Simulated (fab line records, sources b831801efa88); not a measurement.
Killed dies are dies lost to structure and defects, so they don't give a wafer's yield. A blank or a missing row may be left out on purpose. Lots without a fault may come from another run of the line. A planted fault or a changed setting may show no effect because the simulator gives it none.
Split-lot experiment | flow sky130 | 5 lots, 23 wafers read, on a route of 708 steps

THE SPLIT
At SKY_LDD_P_EXPOSE_04 (exposes mask PSDM, target cd 380 nm), the setting dose_mj was moved away from the recipe's 138 on 8 of the 23 wafers read, by +2.1% to +6.2%. The other wafers ran this setting at the recipe's value.

FROM THE SPLIT TO THE READING: what the file shows between them, 2 steps
- SKY_LDD_P_PEB_05
- SKY_LDD_P_DEVELOP_06: develop time 60 s

THE READING
cd_nm, in nm, at SKY_LDD_P_CD_MEAS_07 (target cd 380 nm). Fault-free wafers of this fab line usually give 380.1 nm, standard deviation 2 nm.

wafer  | tool, chamber at the split | dose_mj as run | against the recipe | cd_nm, nm | against lot-mates on the recipe
L076.2 | iline_stepper-02, 0        | 138            | recipe             | 379.2     | -
L076.3 | iline_stepper-02, 0        | 141.3          | +2.4%              | 389.2     | +8.5
L076.4 | iline_stepper-02, 0        | 141.3          | +2.4%              | 387.5     | +6.8
L076.5 | iline_stepper-02, 0        | 141.3          | +2.4%              | 390.8     | +10.1
L076.6 | iline_stepper-02, 0        | 138            | recipe             | 382.2     | -
L080.1 | iline_stepper-01, 0        | 138            | recipe             | 382.6     | -
L080.3 | iline_stepper-01, 0        | 138            | recipe             | 382.0     | -
L080.4 | iline_stepper-01, 0        | 146.6          | +6.2%              | 399.5     | +17.0
L080.5 | iline_stepper-01, 0        | 146.6          | +6.2%              | 401.1     | +18.6
L080.6 | iline_stepper-01, 0        | 138            | recipe             | 382.8     | -
L081.1 | iline_stepper-02, 0        | 138            | recipe             | 378.3     | -
L081.2 | iline_stepper-02, 0        | 140.9          | +2.1%              | 386.1     | +5.6
L081.3 | iline_stepper-02, 0        | 140.9          | +2.1%              | 385.6     | +5.1
L081.4 | iline_stepper-02, 0        | 138            | recipe             | 382.7     | -
L081.6 | iline_stepper-02, 0        | 140.9          | +2.1%              | 387.5     | +7.0
L082.1 | iline_stepper-01, 0        | 138            | recipe             | 378.1     | -
L082.2 | iline_stepper-01, 0        | 138            | recipe             | 381.4     | -
L082.4 | iline_stepper-01, 0        | 138            | recipe             | 380.3     | -
L082.5 | iline_stepper-01, 0        | 138            | recipe             | 379.5     | -
L082.6 | iline_stepper-01, 0        | 138            | recipe             | 378.6     | -
L084.3 | iline_stepper-02, 0        | 138            | recipe             | 379.9     | -
L084.5 | iline_stepper-02, 0        | 138            | recipe             | 380.5     | -
L084.6 | iline_stepper-02, 0        | 138            | recipe             | 379.3     | -

THE FIT
A straight line over all 23 wafers: cd_nm changes by +3.2 nm for each +1% of dose_mj; r = +0.97; the points scatter about the line by 1.6 nm.
The same after taking each lot's own level away (the mean of its wafers on the recipe; 23 wafers): +2.94 nm for each +1%; r = +0.97; scatter 1.3 nm.
On that fit, the largest move of dose_mj shifts the reading by 18 nm.
The lots' own levels span 379.58 to 382.47 nm, that is 1.4 times the standard deviation above.
So the lot-to-lot level changes the slope little: the two slopes agree.
Check: with one of the wafers moved furthest among these (+6.2%) left out of the fit, the line predicts +19.2 nm for it against its lot-mates. It came out at +17 nm against them.

OTHER SPLITS ON THESE WAFERS
These wafers also went through other splits before the reading. Each is held against what the fit with the lots' levels taken away leaves over:
other split on the same wafers         | wafers away from the commonest value | r with cd_nm (lot level and that fit taken away)
SKY_VT_ADJUST_HVTR_SOFTBAKE_03 temp_c  | 8                                    | -0.26
SKY_VT_ADJUST_HVTR_IMPLANT_09 dose_cm2 | 10                                   | +0.14
SKY_SONOS_ONO_OXIDATION_00 ox_time_s   | 10                                   | -0.25
SKY_GATE_OXIDE_OXIDATION_01 ox_time_s  | 15                                   | +0.21
SKY_GATE_OXIDE_COAT_05 resist_thk_nm   | 9                                    | -0.46
SKY_RES_PROTECT_COAT_02 spin_rpm       | 10                                   | +0.09
SKY_POLY_GATE_COAT_07 spin_rpm         | 7                                    | +0.20
SKY_POLY_GATE_ETCH_17 over_etch_frac   | 5                                    | -0.02
SKY_LDD_N_IMPLANT_09 energy_kev        | 5                                    | -0.26

THE FILE'S OWN FIT
cd_nm changes by +2.93 nm for each +1% of dose_mj, r = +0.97.
